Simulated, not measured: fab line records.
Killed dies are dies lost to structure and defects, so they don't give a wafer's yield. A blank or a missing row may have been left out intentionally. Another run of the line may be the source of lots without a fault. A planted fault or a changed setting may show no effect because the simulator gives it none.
Matching of chambers || flow sky130 || 4 sister chambers for SKY_VIA3_ETCH_14 on rieDiel-02
The step etches BARC in N2/H2, stops on SiO2, time 45.9 s, target depth 60 nm. 14 wafers are shown with their chamber, then 7 later ones without.

## WAFERS, EACH WITH ITS CHAMBER
{"wafer": "L398.1", "chamber": 1, "drypumpMotorCurrentA (A)": 5.2, "h2FlowSccm (sccm)": 199.7, "throttleValvePct (%)": 13.219}
{"wafer": "L398.3", "chamber": 0, "drypumpMotorCurrentA (A)": 6.7, "h2FlowSccm (sccm)": 199.4, "throttleValvePct (%)": 13.211}
{"wafer": "L398.6", "chamber": 1, "drypumpMotorCurrentA (A)": 5.2, "h2FlowSccm (sccm)": 200.0, "throttleValvePct (%)": 13.224}
{"wafer": "L401.2", "chamber": 2, "drypumpMotorCurrentA (A)": 6.5, "h2FlowSccm (sccm)": 200.2, "throttleValvePct (%)": 13.228}
{"wafer": "L401.4", "chamber": 3, "drypumpMotorCurrentA (A)": 6.8, "h2FlowSccm (sccm)": 200.4, "throttleValvePct (%)": 13.224}
{"wafer": "L401.5", "chamber": 2, "drypumpMotorCurrentA (A)": 6.5, "h2FlowSccm (sccm)": 200.4, "throttleValvePct (%)": 13.222}
{"wafer": "L404.2", "chamber": 2, "drypumpMotorCurrentA (A)": 6.5, "h2FlowSccm (sccm)": 200.7, "throttleValvePct (%)": 13.226}
{"wafer": "L404.4", "chamber": 0, "drypumpMotorCurrentA (A)": 6.6, "h2FlowSccm (sccm)": 200.2, "throttleValvePct (%)": 13.220}
{"wafer": "L404.6", "chamber": 1, "drypumpMotorCurrentA (A)": 5.2, "h2FlowSccm (sccm)": 200.5, "throttleValvePct (%)": 13.218}
{"wafer": "L408.1", "chamber": 1, "drypumpMotorCurrentA (A)": 5.2, "h2FlowSccm (sccm)": 199.7, "throttleValvePct (%)": 13.229}
{"wafer": "L408.2", "chamber": 2, "drypumpMotorCurrentA (A)": 6.5, "h2FlowSccm (sccm)": 199.5, "throttleValvePct (%)": 13.209}
{"wafer": "L408.4", "chamber": 0, "drypumpMotorCurrentA (A)": 6.7, "h2FlowSccm (sccm)": 200.2, "throttleValvePct (%)": 13.233}
{"wafer": "L417.2", "chamber": 2, "drypumpMotorCurrentA (A)": 6.5, "h2FlowSccm (sccm)": 200.0, "throttleValvePct (%)": 13.225}
{"wafer": "L417.3", "chamber": 3, "drypumpMotorCurrentA (A)": 6.8, "h2FlowSccm (sccm)": 200.8, "throttleValvePct (%)": 13.233}

SIGNATURES (averages over the wafers above)
{"reading": "drypumpMotorCurrentA", "chamber 0": 6.667, "chamber 1": 5.200, "chamber 2": 6.500, "chamber 3": 6.800, "scatter within a chamber": 0.0258}
{"reading": "h2FlowSccm", "chamber 0": 199.933, "chamber 1": 199.975, "chamber 2": 200.160, "chamber 3": 200.600, "scatter within a chamber": 0.418}
{"reading": "throttleValvePct", "chamber 0": 13.22133, "chamber 1": 13.22250, "chamber 2": 13.22200, "chamber 3": 13.22850, "scatter within a chamber": 0.0077}
Rule: distance of a wafer from a chamber = root of the sum over the readings of ((wafer's reading minus chamber's mean) / reading's scatter) squared. The wafer belongs to the nearest chamber; if the next one is less than 2 further off, it can't be placed. The scatter: take each reading less its chamber's mean, square it, sum over the shown wafers, divide by the number of wafers less the number of chambers, and take the root.

## WAFERS MISSING THEIR CHAMBER
{"wafer": "L417.4", "drypumpMotorCurrentA (A)": 6.7, "h2FlowSccm (sccm)": 199.9, "throttleValvePct (%)": 13.230}
{"wafer": "L415.2", "drypumpMotorCurrentA (A)": 6.5, "h2FlowSccm (sccm)": 201.2, "throttleValvePct (%)": 13.219}
{"wafer": "L415.4", "drypumpMotorCurrentA (A)": 6.7, "h2FlowSccm (sccm)": 200.6, "throttleValvePct (%)": 13.228}
{"wafer": "L415.6", "drypumpMotorCurrentA (A)": 6.7, "h2FlowSccm (sccm)": 199.7, "throttleValvePct (%)": 13.224}
{"wafer": "L420.2", "drypumpMotorCurrentA (A)": 5.2, "h2FlowSccm (sccm)": 200.7, "throttleValvePct (%)": 13.232}
{"wafer": "L420.3", "drypumpMotorCurrentA (A)": 6.7, "h2FlowSccm (sccm)": 200.3, "throttleValvePct (%)": 13.236}
{"wafer": "L420.5", "drypumpMotorCurrentA (A)": 6.7, "h2FlowSccm (sccm)": 199.8, "throttleValvePct (%)": 13.227}

## WHICH CHAMBER EACH ONE RAN IN
{"wafer": "L417.4", "from the rows above": 0, "in truth": 0}
{"wafer": "L415.2", "from the rows above": 2, "in truth": 2}
{"wafer": "L415.4", "from the rows above": "can't be placed: 0 or 3", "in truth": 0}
{"wafer": "L415.6", "from the rows above": 0, "in truth": 0}
{"wafer": "L420.2", "from the rows above": 1, "in truth": 1}
{"wafer": "L420.3", "from the rows above": "can't be placed: 0 or 3", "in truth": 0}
{"wafer": "L420.5", "from the rows above": 0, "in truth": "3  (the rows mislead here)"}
4 of 7 placed correctly. Can't be placed from these rows: 2 (the true chamber is among the candidates in 2). 1 placed wrongly.
